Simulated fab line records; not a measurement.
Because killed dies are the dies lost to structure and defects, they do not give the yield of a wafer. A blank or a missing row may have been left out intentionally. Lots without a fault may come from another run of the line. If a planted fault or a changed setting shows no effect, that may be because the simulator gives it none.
fab line records -- flow sky130
[record] lots = 7, wafers = 21, lastDay = 50
route steps=708 shown VT_ADJUST_LVTN@104 VT_ADJUST_NCORE@119
lots untouched by any fault: they come from a run of this same line in which no faults occurred
startH: hours from the record's first day to the start of the lot's first wafer shown -- waitH: time in hours since the lot's previous step -- " same as the row above -- L1.1+2: a row that stands for several wafers -- - no value, or no start given -- * or withheld: withheld -- < > ~ a bound
route shown NAME@n: NAME is a module with steps in the file, n the number in the route of the first one -- usual: mean/standard deviation of fault-free wafers -- same: alike in all rows -- chamber/n: place in a boat -- sites: the reading at each site -- _std_site: their standard deviation -- _edge_site: the outer-site mean with the inner-site mean subtracted -- radiusMm: how far each site lies from the wafer's centre -- mask NAME#n: copy n -- behind: the last tool/chamber to shape the wafer -- hold: reason for holding the lot/hours on hold/outcome of the hold -- device: the n, p or np transistor that did not switch -- end of line: the same wafers' tests at the end of the route -- a step with no rows: only its recipe -- killed: the dies lost at the first sort to structure and to defects; this is not the yield of the wafer -- map: a wafer's dies, marking killed ones x, the rest . and places with no die _
set.NAME: the setting that was run; set.NAME@STEP: the one run at that earlier step -- model.NAME: the simulator's own value behind a step, which no gauge read
lots seen at some steps along the route; tables by step, rows by wafer
services: the hour from which a tool's chamber was out of use, counted from the record's first day as startH (under 0 if before that day), plus the number of hours and why
[[steps]]
[step SKY_VT_ADJUST_LVTN_OVL_MEAS_07]
[usual] VT_ADJUST_LVTN_OVL = -1.5/1.4
lot.wafer,tool,chamber,startH,waitH,VT_ADJUST_LVTN_OVL[nm]
L212.2,overlay-02,-,173.78,-,0.2
L212.3,overlay-02,-,173.78,-,1.3
L212.5,overlay-02,-,173.78,-,0.2
L215.4,overlay-02,-,196.60,-,-1.8
L215.5,overlay-02,-,196.60,-,-1.8
L215.6,overlay-02,-,196.60,-,-3.2
L217.1,overlay-01,-,205.38,-,0.3
L217.4,overlay-01,-,205.38,-,0.3
L217.5,overlay-01,-,205.38,-,0.7
L220.1,overlay-02,-,211.08,-,-3.5
L220.2,overlay-02,-,211.08,-,-5.1
L220.6,overlay-02,-,211.08,-,-4.1
L228.3,overlay-01,-,270.20,-,-0.6
L228.4,overlay-01,-,270.20,-,-1.4
L228.5,overlay-01,-,270.20,-,-2.7
L231.3,overlay-01,-,295.05,-,-1.1
L231.5,overlay-01,-,295.05,-,-1.8
L231.6,overlay-01,-,295.05,-,-1.1
L232.1,overlay-01,-,297.33,-,0.2
L232.2,overlay-01,-,297.33,-,1.3
L232.3,overlay-01,-,297.33,-,0.0
[step SKY_VT_ADJUST_LVTN_IMPLANT_08]
[recipe] species = B, energyKev = 30, doseCm2 = 1.57e+12, tiltDeg = withheld
[step SKY_VT_ADJUST_LVTN_STRIP_09]
[recipe] chemistry = O2/N2, powerW = 1400, pressureMtorr = 1500, platenTempC = withheld, o2FlowSccm = 3000, n2FlowSccm = 300, overashFraction = 0.5
[usual] drypumpMotorCurrentA = 5.69/0.21, oesProductAu = 0.722/0.0052, stripTimeToEndpointS = 36.93/0.12
lot.wafer,tool,chamber,startH,waitH,drypumpMotorCurrentA,oesProductAu,rfHoursCounterH,stripTimeToEndpointS
L212.2,plasmaAsher-02,1,173.96,0.1,5.77,0.716,45,36.86
L212.3,plasmaAsher-02,0,173.96,0.1,5.89,0.723,-,36.97
L212.5,plasmaAsher-02,0,173.96,0.1,5.89,0.713,-,36.76
L215.4,plasmaAsher-02,0,196.80,0.1,5.89,0.716,-,36.86
L215.5,plasmaAsher-02,0,196.80,0.1,5.90,0.718,-,36.85
L215.6,plasmaAsher-02,1,196.80,0.1,5.73,0.717,-,36.74
L217.1,plasmaAsher-04,1,205.57,0.1,5.28,0.725,8,37.04
L217.4,plasmaAsher-04,0,205.57,0.1,5.71,0.722,-,37.06
L217.5,plasmaAsher-04,0,205.57,0.1,5.69,0.720,-,37.12
L220.1,plasmaAsher-02,0,211.27,0.1,5.89,0.726,49,36.94
L220.2,plasmaAsher-02,1,211.27,0.1,5.75,0.721,49,36.78
L220.6,plasmaAsher-02,0,211.27,0.1,5.89,0.723,-,36.93
L228.3,plasmaAsher-02,1,270.40,0.1,5.72,0.727,-,37.11
L228.4,plasmaAsher-02,0,270.40,0.1,5.89,0.727,-,36.99
L228.5,plasmaAsher-02,1,270.40,0.1,5.74,0.719,-,36.97
L231.3,plasmaAsher-03,0,295.25,0.1,5.41,0.725,-,36.99
L231.5,plasmaAsher-03,0,295.25,0.1,5.39,0.714,-,36.89
L231.6,plasmaAsher-03,1,295.25,0.1,5.82,0.720,-,37.07
L232.1,plasmaAsher-02,0,297.52,0.1,5.90,0.719,58,37.11
L232.2,plasmaAsher-02,1,297.52,0.1,5.73,0.728,58,37.22
L232.3,plasmaAsher-02,0,297.52,0.1,5.90,0.721,-,37.19
[step SKY_VT_ADJUST_LVTN_TW_MEAS_10]
[usual] VT_ADJUST_LVTN_TW = 242.2/1.6
lot.wafer,tool,chamber,startH,waitH,VT_ADJUST_LVTN_TW
L212.2,filmMetro-03,-,174.07,0.1,241.1
L212.3,filmMetro-03,-,174.07,0.1,241.2
L212.5,filmMetro-03,-,174.07,0.1,240.5
L215.4,filmMetro-03,-,196.90,0.1,240.4
L215.5,filmMetro-03,-,196.90,0.1,240.3
L215.6,filmMetro-03,-,196.90,0.1,238.4
L217.1,filmMetro-04,-,205.67,0.1,245.3
L217.4,filmMetro-04,-,205.67,0.1,243.6
L217.5,filmMetro-04,-,205.67,0.1,245.0
L220.1,filmMetro-03,-,211.37,0.1,240.4
L220.2,filmMetro-03,-,211.37,0.1,240.6
L220.6,filmMetro-03,-,211.37,0.1,239.5
L228.3,filmMetro-04,-,270.49,0.1,242.2
L228.4,filmMetro-04,-,270.49,0.1,242.8
L228.5,filmMetro-04,-,270.49,0.1,243.8
L231.3,filmMetro-04,-,295.34,0.1,241.7
L231.5,filmMetro-04,-,295.34,0.1,243.5
L231.6,filmMetro-04,-,295.34,0.1,241.4
L232.1,filmMetro-04,-,297.62,0.1,242.8
L232.2,filmMetro-04,-,297.62,0.1,243.1
L232.3,filmMetro-04,-,297.62,0.1,243.3
[step SKY_VT_ADJUST_LVTN_DEHYDRATE_11]
[recipe] tempC = 200, timeS = 60
[step SKY_VT_ADJUST_LVTN_HMDS_12]
[recipe] primeTimeS = 60, primeTempC = 120
[step SKY_VT_ADJUST_LVTN_COAT_13]
[recipe] resist = NOVOLAK, spinRpm = 3000, resistThkNm = 1140
[step SKY_VT_ADJUST_LVTN_SOFTBAKE_14]
[recipe] tempC = 90, timeS = 60, resist = NOVOLAK
[step SKY_VT_ADJUST_LVTN_EXPOSE_15]
[recipe] maskId = HVN_STD_DERIVED, na = 0.6, sourceShape = conventional, sigmaOuter = 0.6, polarization = unpolarized, targetCdNm = 600, doseMj = 163
[step SKY_VT_ADJUST_LVTN_PEB_16]
[recipe] tempC = withheld, timeS = *, resist = NOVOLAK
[step SKY_VT_ADJUST_LVTN_DEVELOP_17]
[recipe] resist = NOVOLAK, developer = TMAH, developTimeS = 60, devTempC = 23
[step SKY_VT_ADJUST_LVTN_OVL_MEAS_18]
[usual] VT_ADJUST_LVTN_01_OVL = -0.4/1.2
lot.wafer,tool,chamber,startH,waitH,VT_ADJUST_LVTN_01_OVL[nm]
L212.2,overlay-02,-,195.53,0.1,-0.5
L212.3,overlay-02,-,195.53,0.1,-0.8
L212.5,overlay-02,-,195.53,0.1,-2.4
L215.4,overlay-02,-,218.74,0.1,-0.6
L215.5,overlay-02,-,218.74,0.1,-2.1
L215.6,overlay-02,-,218.74,0.1,-0.3
L217.1,overlay-02,-,228.03,0.1,-1.2
L217.4,overlay-02,-,228.03,0.1,-2.3
L217.5,overlay-02,-,228.03,0.1,-1.2
L220.1,overlay-02,-,234.39,0.1,-1.5
L220.2,overlay-02,-,234.39,0.1,-0.4
L220.6,overlay-02,-,234.39,0.1,-0.4
L228.3,overlay-01,-,297.00,0.1,0.7
L228.4,overlay-01,-,297.00,0.1,0.3
L228.5,overlay-01,-,297.00,0.1,1.2
L231.3,overlay-01,-,321.95,0.1,0.2
L231.5,overlay-01,-,321.95,0.1,0.2
L231.6,overlay-01,-,321.95,0.1,0.5
L232.1,overlay-01,-,323.83,0.1,-1.1
L232.2,overlay-01,-,323.83,0.1,-0.5
L232.3,overlay-01,-,323.83,0.1,-0.3
[step SKY_VT_ADJUST_LVTN_IMPLANT_19]
[recipe] species = B, energyKev = 30, doseCm2 = 6.5e+11, tiltDeg = withheld
lot.wafer,tool,chamber,startH,waitH
L212.2+3+5,implanter-02,0,195.59,0.0
L212.2+3+5,implanter-02,0,195.90,0.3
L215.4+5+6,implanter-01,0,218.84,0.1
L215.4+5+6,implanter-01,0,219.15,0.3
L217.1+4+5,implanter-03,0,228.07,0.0
L217.1+4+5,implanter-03,0,228.39,0.3
L220.1+2+6,implanter-03,0,234.42,0.0
L228.3+4+5,implanter-03,0,297.07,0.1
L231.3+5+6,implanter-02,0,322.02,0.1
L232.1+2+3,implanter-02,0,323.87,0.0
[step SKY_VT_ADJUST_LVTN_STRIP_20]
[recipe] chemistry = O2/N2, powerW = 1400, pressureMtorr = 1500, platenTempC = withheld, o2FlowSccm = 3000, n2FlowSccm = 300, overashFraction = 0.5
[usual] drypumpMotorCurrentA = 5.65/0.22, oesProductAu = 0.716/0.0043, stripTimeToEndpointS = 14.18/0.039
lot.wafer,tool,chamber,startH,waitH,drypumpMotorCurrentA,oesProductAu,rfHoursCounterH,stripTimeToEndpointS
L212.2,plasmaAsher-04,1,196.03,0.1,5.29,0.716,7,14.19
L212.3,plasmaAsher-04,1,196.03,0.1,5.30,0.711,-,14.16
L212.5,plasmaAsher-04,0,196.03,0.1,5.72,0.714,-,14.12
L215.4,plasmaAsher-03,0,219.26,0.1,5.40,0.718,-,14.18
L215.5,plasmaAsher-03,1,219.26,0.1,5.80,0.708,-,14.21
L215.6,plasmaAsher-03,0,219.26,0.1,5.42,0.710,-,14.23
L217.1,plasmaAsher-02,1,228.54,0.1,5.70,0.717,50,14.17
L217.4,plasmaAsher-02,1,228.54,0.1,5.70,0.722,-,14.16
L217.5,plasmaAsher-02,1,228.54,0.1,5.72,0.708,-,14.14
L220.1,plasmaAsher-02,1,234.57,0.1,5.74,0.715,51,14.19
L220.2,plasmaAsher-02,0,234.57,0.1,5.88,0.725,51,14.19
L220.6,plasmaAsher-02,1,234.57,0.1,5.74,0.709,-,14.16
L228.3,plasmaAsher-04,1,297.20,0.1,5.32,0.709,-,14.18
L228.4,plasmaAsher-04,0,297.20,0.1,5.73,0.708,-,14.18
L228.5,plasmaAsher-04,0,297.20,0.1,5.71,0.716,-,14.19
L231.3,plasmaAsher-04,1,322.15,0.1,5.34,0.715,-,14.22
L231.5,plasmaAsher-04,1,322.15,0.1,5.35,0.712,-,14.22
L231.6,plasmaAsher-04,0,322.15,0.1,5.73,0.710,-,14.19
L232.1,plasmaAsher-02,0,324.02,0.1,5.92,0.719,61,14.16
L232.2,plasmaAsher-02,1,324.02,0.1,5.73,0.715,61,14.13
L232.3,plasmaAsher-02,1,324.02,0.1,5.73,0.716,-,14.11
[step SKY_VT_ADJUST_LVTN_TW_MEAS_21]
[usual] VT_ADJUST_LVTN_2_TW = 188.5/1.4
lot.wafer,tool,chamber,startH,waitH,VT_ADJUST_LVTN_2_TW
L212.2,filmMetro-04,-,196.14,0.1,231.6
L212.3,filmMetro-04,-,196.14,0.1,230.7
L212.5,filmMetro-04,-,196.14,0.1,231.3
L215.4,filmMetro-04,-,219.36,0.1,231.0
L215.5,filmMetro-04,-,219.36,0.1,229.8
L215.6,filmMetro-04,-,219.36,0.1,230.0
L217.1,filmMetro-01,-,228.64,0.1,228.4
L217.4,filmMetro-01,-,228.64,0.1,230.4
L217.5,filmMetro-01,-,228.64,0.1,230.7
L220.1,filmMetro-04,-,234.67,0.1,190.1
L220.2,filmMetro-04,-,234.67,0.1,190.3
L220.6,filmMetro-04,-,234.67,0.1,190.2
L228.3,filmMetro-03,-,297.29,0.1,188.0
L228.4,filmMetro-03,-,297.29,0.1,187.5
L228.5,filmMetro-03,-,297.29,0.1,187.5
L231.3,filmMetro-03,-,322.26,0.1,186.7
L231.5,filmMetro-03,-,322.26,0.1,184.9
L231.6,filmMetro-03,-,322.26,0.1,186.4
L232.1,filmMetro-03,-,324.12,0.1,186.1
L232.2,filmMetro-03,-,324.12,0.1,186.3
L232.3,filmMetro-03,-,324.12,0.1,186.3
[step SKY_VT_ADJUST_NCORE_DEHYDRATE_00]
[recipe] tempC = 200, timeS = 60
[[services]]
tool,chamber,startH,hours,kind
plasmaAsher-04,-,184.22,1.3,repair
implanter-01,-,192.47,3.8,pm
implanter-03,-,201.83,1.1,repair
plasmaAsher-04,-,207.64,2.8,pm
plasmaAsher-03,-,214.92,2.8,pm
plasmaAsher-03,-,244.61,1.2,repair
plasmaAsher-04,-,260.87,4.3,pm
implanter-03,-,276.29,2.5,repair
plasmaAsher-03,-,276.84,5.9,pm
implanter-03,-,303.25,2.5,repair
[[key]]
[firstSign] step = SKY_VT_ADJUST_LVTN_IMPLANT_19, reading = visit, direction = added
[effect] step = SKY_VT_ADJUST_LVTN_TW_MEAS_21, reading = VT_ADJUST_LVTN_2_TW, direction = up, sigmas = 30, usual = 188.5, struck = 230.4
metAt SKY_VT_ADJUST_LVTN_IMPLANT_19
struckWafers L212.2,L212.3,L212.5,L215.4,L215.5,L215.6,L217.1,L217.4,L217.5
rowsEnd L215.4,L215.5,L215.6
testerLeftOut L212,L217
[fault] kind = repeatedStepWhole, tool = implanter-01,implanter-02,implanter-03, chamber = -, onsetH = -, steps = SKY_VT_ADJUST_LVTN_IMPLANT_19, times = 1, scope = struckLotsOnly
// testerLeftOut: of these lots the tester's yield and bins aren't shown, on N5 and GAA mostly nor the transistor test; their killed dies are dies lost to structure and defects alone, not to doping, threshold or leakage, so they don't give the yield
// rowsEnd: these wafers met a further fault down the route, and their rows from its step on are left out
